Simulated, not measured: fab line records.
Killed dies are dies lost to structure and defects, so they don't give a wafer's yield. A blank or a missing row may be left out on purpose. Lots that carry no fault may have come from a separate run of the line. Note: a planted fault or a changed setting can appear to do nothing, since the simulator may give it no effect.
Tool commonality check -- flow gf180mcu -- Sampled: 14 lots, 40 wafers

## WHY THIS WAS OPENED
GF_HV_LDD_TW_MEAS_50, reading HV_LDD_4_TW: flagged on 2 of 14 lots. No-fault wafers: 569, standard deviation 4.1.
Rule: flag the lot when none of its wafers has a number, or when each of its wafers that has one lies beyond 4 standard deviations from that mean. All remaining lots are regarded as sound.

lot,measured,on,"HV_LDD_4_TW, wafer by wafer",flag
L721,day 12 12:01,film-metro-03,562 563,
L723,day 13 03:45,film-metro-01,570 571 567,
L725,day 13 18:07,film-metro-01,570 569 568,
L726,day 14 00:59,film-metro-03,569 569 572,
L727,day 14 11:08,film-metro-01,570 570 565,
L728,day 15 01:13,film-metro-03,566 567 567,
L730,day 15 09:22,film-metro-02,578 578 576,
L731,day 15 20:29,film-metro-01,572 571 566,
L732,day 16 04:41,film-metro-03,567 570 571,
L733,day 16 11:49,film-metro-01,563 564 564,
L734,day 16 18:02,film-metro-03,550 550 550,FLAGGED
L735,day 17 02:04,film-metro-01,548 551 549,FLAGGED
L743,day 19 18:53,film-metro-02,576 575,
L744,day 20 00:51,film-metro-03,566 565 565,
The numbers of the flagged lots are 550 on average: -19 against the usual, or -5 standard deviations.

## WHICH TOOL RAN EACH LOT
The record keeps 1 process step preceding the reading, out of 602 steps on the route. Read each cell as the tool, then ch plus the chambers that the sampled wafers visited, then the start.
lot,flag,GF_HV_LDD_IMPLANT_48
L721,,"implanter-02 ch 0, day 12 11:46"
L723,,"implanter-01 ch 0, day 13 03:32"
L725,,"implanter-01 ch 0, day 13 17:52"
L726,,"implanter-01 ch 0, day 14 00:44"
L727,,"implanter-03 ch 0, day 14 10:53"
L728,,"implanter-02 ch 0, day 15 00:58"
L730,,"implanter-03 ch 0, day 15 09:07"
L731,,"implanter-03 ch 0, day 15 20:16"
L732,,"implanter-01 ch 0, day 16 04:26"
L733,,"implanter-01 ch 0, day 16 11:34"
L734,FLAGGED,"implanter-01 ch 0, day 16 17:49"
L735,FLAGGED,"implanter-01 ch 0, day 17 01:49"
L743,,"implanter-01 ch 0, day 19 18:41"
L744,,"implanter-02 ch 0, day 20 00:38"
What these steps do:
- GF_HV_LDD_IMPLANT_48
- GF_HV_LDD_TW_MEAS_50

## FLAGGED OVER TOTAL, TOOL BY TOOL (the gauges that took the reading come last)
step,tool,lots run,flagged,share of the flagged lots,sound lots run after its first flagged lot
GF_HV_LDD_IMPLANT_48,implanter-01,8,2,all,1 (L743)
GF_HV_LDD_IMPLANT_48,implanter-02,3,0,none,-
GF_HV_LDD_IMPLANT_48,implanter-03,3,0,none,-
GF_HV_LDD_TW_MEAS_50,film-metro-01,6,1,some,0
GF_HV_LDD_TW_MEAS_50,film-metro-02,2,0,none,-
GF_HV_LDD_TW_MEAS_50,film-metro-03,6,1,some,1 (L744)

## WHAT THE TABLE ALLOWS
In the table, 1 row covers all flagged lots: implanter-01 at GF_HV_LDD_IMPLANT_48.
- implanter-01 at GF_HV_LDD_IMPLANT_48: 2 of its 8 lots flagged. Sound lots followed the first flagged one (L743) on it, something a lasting fault affecting the whole tool could not allow. Its own readings lie more than 4 standard deviations out on every wafer of the flagged lots: dose-ions-cm2.
Not one row of the table ran every flagged lot while running no sound lot after the first.

## WHAT THE SIMULATOR HAD INSERTED
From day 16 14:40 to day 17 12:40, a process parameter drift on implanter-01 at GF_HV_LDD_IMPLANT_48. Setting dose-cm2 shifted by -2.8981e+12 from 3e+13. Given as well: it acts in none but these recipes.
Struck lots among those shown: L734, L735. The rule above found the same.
